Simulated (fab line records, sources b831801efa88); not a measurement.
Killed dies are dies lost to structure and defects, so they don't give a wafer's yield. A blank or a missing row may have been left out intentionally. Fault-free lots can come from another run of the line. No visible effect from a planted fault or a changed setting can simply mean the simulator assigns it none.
Comparing a struck lot with a sound one / flow sky130 / 18 out of 708 route steps
Sound: the wafers L122.3, L122.5, L122.6. Wafers struck: L118.2, L118.4, L118.5. At the end, the cause is stated.
Each step with rows lists, per side, the tool, then ch with its chambers, then its first start. Under that, the readings that differ: sound wafers / struck wafers / difference of the means / sigmas: that difference in standard deviations of wafers without a fault.
alike: words and numbers the same on both sides, and readings whose means are apart by under 2 such deviations; not compared: readings that were withheld, readings missing a value for some wafer, numbers with overlapping values and no deviation given by the record, and bounds like >300 which may hide the same value.
Wherever a step has rows on one side only, a row that says differs or no value, or a row with sigmas, the two part there. Non-overlapping numbers with no deviation appear without sigmas and do not part them. A reading that every wafer of one side lacks parts them only if that side has two wafers or more.

first, 9 steps without rows for these wafers: SKY_CAPM_CLEAN_17 (cleans in O3/DIW); SKY_METAL3_DEHYDRATE_05 (time 60 s); SKY_METAL3_HMDS_06 (prime time 60 s); SKY_METAL3_COAT_07 (resist thk 60 nm); SKY_METAL3_COAT_08 (resist thk 1140 nm); SKY_METAL3_SOFTBAKE_09 (time 90 s); SKY_METAL3_EXPOSE_10 (exposes mask MM3, target cd 300 nm); SKY_METAL3_PEB_11; SKY_METAL3_DEVELOP_12 (develop time 60 s).
SKY_METAL3_CD_MEAS_13: target cd 300 nm.
  struck on cd sem-01, day 43 18:14; sound on cd sem-02, day 43 19:40
  alike: cd nm
SKY_METAL3_OVL_MEAS_14:
  struck on overlay-02, day 43 18:20; sound on overlay-02, day 43 19:45
  alike: METAL3_OVL
SKY_METAL3_DESCUM_15: chemistry O2, time 8 s.
  sound on rie metal-04 ch 1, day 43 19:47; struck on rie metal-04 ch 1, day 43 18:23
  alike: drypump motor current A, oes product au
  not compared: rf hours counter h
SKY_METAL3_ETCH_16: etches BARC in N2/H2, stops on SiO2, time 88.2 s, target depth 60 nm.
  sound on rie metal-04 ch 1, day 43 19:54; struck on rie metal-04 ch 1, day 43 18:28
  no value came back on the struck wafers for any of 5 readings (bias w (W), chamber pressure mTorr (mTorr) and others); on the sound wafers bias w (W) reads 100.9 100.5 100.7
reading=model.KrF-thick_of_METAL3_COAT_08.thk nm (nm); sound=1074 1072 1071; struck=1127 1124 1125; difference=+53; sigmas=
  not compared: rf hours counter h
SKY_METAL3_ETCH_17: etches SiO2 in C4F8/O2/Ar, stops on TiN, time 3.9 s, target depth 15 nm.
  sound on rie diel-01 ch 2,3, day 43 20:02; struck on rie diel-01 ch 1,2,3, day 43 18:38
reading=oes product au (a.u.); sound=0.753 0.761 0.760; struck=0.369 0.373 0.368; difference=-0.388; sigmas=-55
  alike: bias w, chamber pressure mTorr
  not compared: rf hours counter h
SKY_METAL3_METAL_ETCH_18: etches the open film in Cl2/BCl3, stops on SiO2, target depth 845 nm, time 183.1 s.
  sound on rie metal-03 ch 0,1, day 43 20:07; struck on rie metal-03 ch 0,1, day 43 18:39
reading=oes product au (a.u.); sound=0.867 0.864 0.867; struck=0.375 0.377 0.383; difference=-0.488; sigmas=-66
reading=model.KrF-thick_of_METAL3_COAT_08.thk nm (nm); sound=518 530 518.6; struck=571.8 574.7 565; difference=+48.3; sigmas=
  alike: bcl3 flow sccm, bias w, drypump motor current A, throttle valve pct
  not compared: rf hours counter h
SKY_METAL3_STRIP_19: strips in O2/N2.
  sound on plasma asher-01 ch 0,1, day 43 20:16; struck on plasma asher-04 ch 0,1, day 43 18:50
reading=oes product au (a.u.); sound=0.508 0.504 0.494; struck=0.518 0.524 0.511; difference=+0.016; sigmas=+3
reading=strip time to endpoint s (s); sound=6.44 6.55 6.44; struck=6.97 7.01 6.92; difference=+0.49; sigmas=+6
  alike: drypump motor current A
  not compared: rf hours counter h
then, 1 step without rows for these wafers: SKY_METAL3_STRIP_20 (strips in post etch residue remover, time 1200 s).
-- the record jumps here: 6 days lie between the struck wafers' starts before and after (it left off in module METAL3 and takes up again in module PAD_OPEN, whose first step shown is number 708 of the route) --
SKY_PAD_OPEN_PROBE_99:
  struck on prober-02, day 50 01:43; sound on prober-01, day 50 04:28
reading=defect limited yield (%); sound=82.7 82.9; struck=0 0 0; difference=-83; sigmas=-44
reading=killed_at_M0_to_M3; sound=44 41; struck=458 449 443; difference=+408; sigmas=+63
reading=killed dies; sound=85 84; struck=492 492 492; difference=+408; sigmas=+42
reading=killed on rim; sound=15 18; struck=96 96 96; difference=+80; sigmas=+21
reading=sort_bin_5_function (%); sound=9.3 10.2; struck=93.5 93.9 92.7; difference=+83.6; sigmas=+52
reading=sort n pass; sound=407 408; struck=0 0 0; difference=-408; sigmas=-43
reading=sort yield pct (%); sound=82.7 82.9; struck=0 0 0; difference=-83; sigmas=-44
  alike: killed_at_M4_up, killed at contacts, killed at front end, killed at other, killed open, killed short, sort_bin_3_pad_short, sort_bin_6_memory

WHERE THEY PART
Earliest at SKY_METAL3_ETCH_16; latest, in this record, at SKY_PAD_OPEN_PROBE_99.

WHY: what the simulator had put in
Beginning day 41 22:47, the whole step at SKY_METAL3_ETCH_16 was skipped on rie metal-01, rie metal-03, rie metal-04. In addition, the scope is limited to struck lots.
